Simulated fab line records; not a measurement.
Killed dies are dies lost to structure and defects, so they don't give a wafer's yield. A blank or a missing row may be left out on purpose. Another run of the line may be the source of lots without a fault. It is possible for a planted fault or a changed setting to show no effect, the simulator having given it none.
Tool commonality check | flow sky130 | Sample size 12 lots and 42 wafers

WHY IT WAS OPENED
2 of 12 lots carry a flag on the reading VT_ADJUST_HVTR_TW at SKY_VT_ADJUST_HVTR_TW_MEAS_11. Fault-free wafers read 210.8, with a standard deviation of 1.2.
Rule: a lot is flagged in two cases, either no wafer of it has a number, or all its wafers with numbers fall more than 4 standard deviations from that mean. As for the other lots, they are considered sound.

lot  | measured     | on            | VT_ADJUST_HVTR_TW, wafer by wafer   | flag
L580 | day 9 20:26  | film metro-04 | 213.1 211.7 212.3                   |
L582 | day 10 05:31 | film metro-02 | 210.0 210.6 209.9                   |
L587 | day 12 01:47 | film metro-03 | 208.9 208.6 209.4                   |
L588 | day 12 05:02 | film metro-04 | 181.2 181.4 182.3 180.5 181.2 180.8 | FLAGGED
L590 | day 12 20:41 | film metro-02 | 177.8 178.5 178.3 178.4 179.2 177.9 | FLAGGED
L596 | day 14 17:32 | film metro-02 | 210.9 210.5 210.0                   |
L597 | day 15 00:34 | film metro-03 | 210.8 210.4 210.2                   |
L598 | day 15 08:36 | film metro-04 | 212.0 210.5 211.5                   |
L599 | day 15 15:02 | film metro-04 | 210.5 211.2 210.2                   |
L600 | day 16 02:16 | film metro-03 | 210.3 209.2 208.9                   |
L601 | day 16 07:15 | film metro-03 | 209.1 209.7 209.1                   |
L602 | day 16 14:43 | film metro-02 | 210.2 211.4 210.5                   |
The mean of the flagged lots' numbers is 179.8, -31.0 from the usual (-26 standard deviations).

WHICH TOOL RAN EACH LOT
2 process steps preceding the reading are held in the record, out of 708 steps in the route. Cell contents, in order: the tool; ch with the chambers the sampled wafers went through; the start.
lot  | flag    | SKY_VT_ADJUST_NCORE_STRIP_10         | SKY_VT_ADJUST_HVTR_IMPLANT_09
L580 |         | plasma asher-02 ch 0,1, day 8 22:52  | implanter-03 ch 0, day 9 20:13
L582 |         | plasma asher-03 ch 0,1, day 9 07:25  | implanter-02 ch 0, day 10 05:17
L587 |         | plasma asher-03 ch 0,1, day 11 01:20 | implanter-01 ch 0, day 12 01:32
L588 | FLAGGED | plasma asher-02 ch 0,1, day 11 04:56 | implanter-02 ch 0, day 12 04:47
L590 | FLAGGED | plasma asher-04 ch 0,1, day 11 20:14 | implanter-02 ch 0, day 12 20:26
L596 |         | plasma asher-03 ch 0,1, day 13 15:08 | implanter-01 ch 0, day 14 17:17
L597 |         | plasma asher-04 ch 0,1, day 13 21:49 | implanter-01 ch 0, day 15 00:22
L598 |         | plasma asher-02 ch 0,1, day 14 05:19 | implanter-03 ch 0, day 15 08:23
L599 |         | plasma asher-02 ch 0,1, day 14 12:28 | implanter-01 ch 0, day 15 14:47
L600 |         | plasma asher-02 ch 0,1, day 14 22:04 | implanter-03 ch 0, day 16 02:02
L601 |         | plasma asher-02 ch 0,1, day 15 02:59 | implanter-03 ch 0, day 16 07:00
L602 |         | plasma asher-02 ch 0,1, day 15 10:00 | implanter-02 ch 0, day 16 14:29
What these steps do:
- SKY_VT_ADJUST_NCORE_STRIP_10: strips in O2/N2.
- SKY_VT_ADJUST_HVTR_IMPLANT_09
- SKY_VT_ADJUST_HVTR_TW_MEAS_11

FLAGGED OVER TOTAL, TOOL BY TOOL (the gauges that took the reading come last)
step                          | tool            | lots run | flagged | share of the flagged lots | sound lots run after its first flagged lot
SKY_VT_ADJUST_NCORE_STRIP_10  | plasma asher-02 | 7        | 1       | some                      | 5 (L598,L599,L600,L601,L602)
SKY_VT_ADJUST_NCORE_STRIP_10  | plasma asher-03 | 3        | 0       | none                      | -
SKY_VT_ADJUST_NCORE_STRIP_10  | plasma asher-04 | 2        | 1       | some                      | 1 (L597)
SKY_VT_ADJUST_HVTR_IMPLANT_09 | implanter-01    | 4        | 0       | none                      | -
SKY_VT_ADJUST_HVTR_IMPLANT_09 | implanter-02    | 4        | 2       | all                       | 1 (L602)
SKY_VT_ADJUST_HVTR_IMPLANT_09 | implanter-03    | 4        | 0       | none                      | -
SKY_VT_ADJUST_HVTR_TW_MEAS_11 | film metro-02   | 4        | 1       | some                      | 2 (L596,L602)
SKY_VT_ADJUST_HVTR_TW_MEAS_11 | film metro-03   | 4        | 0       | none                      | -
SKY_VT_ADJUST_HVTR_TW_MEAS_11 | film metro-04   | 4        | 1       | some                      | 2 (L598,L599)

THE TABLE: WHAT IT ALLOWS
In the table, 1 row covers all flagged lots: implanter-02 at SKY_VT_ADJUST_HVTR_IMPLANT_09.
- implanter-02 at SKY_VT_ADJUST_HVTR_IMPLANT_09 ran 4 lots, 2 of them flagged. Lots that were sound ran on it after the first flagged one (L602); a persistent fault on the entire tool would not allow that. Its own readings (dose ions cm2, faraday current uA) fall more than 4 standard deviations out on all wafers of the flagged lots.
None of the table's rows ran every flagged lot and, after the first, no sound lot.

WHAT THE SIMULATOR PUT IN
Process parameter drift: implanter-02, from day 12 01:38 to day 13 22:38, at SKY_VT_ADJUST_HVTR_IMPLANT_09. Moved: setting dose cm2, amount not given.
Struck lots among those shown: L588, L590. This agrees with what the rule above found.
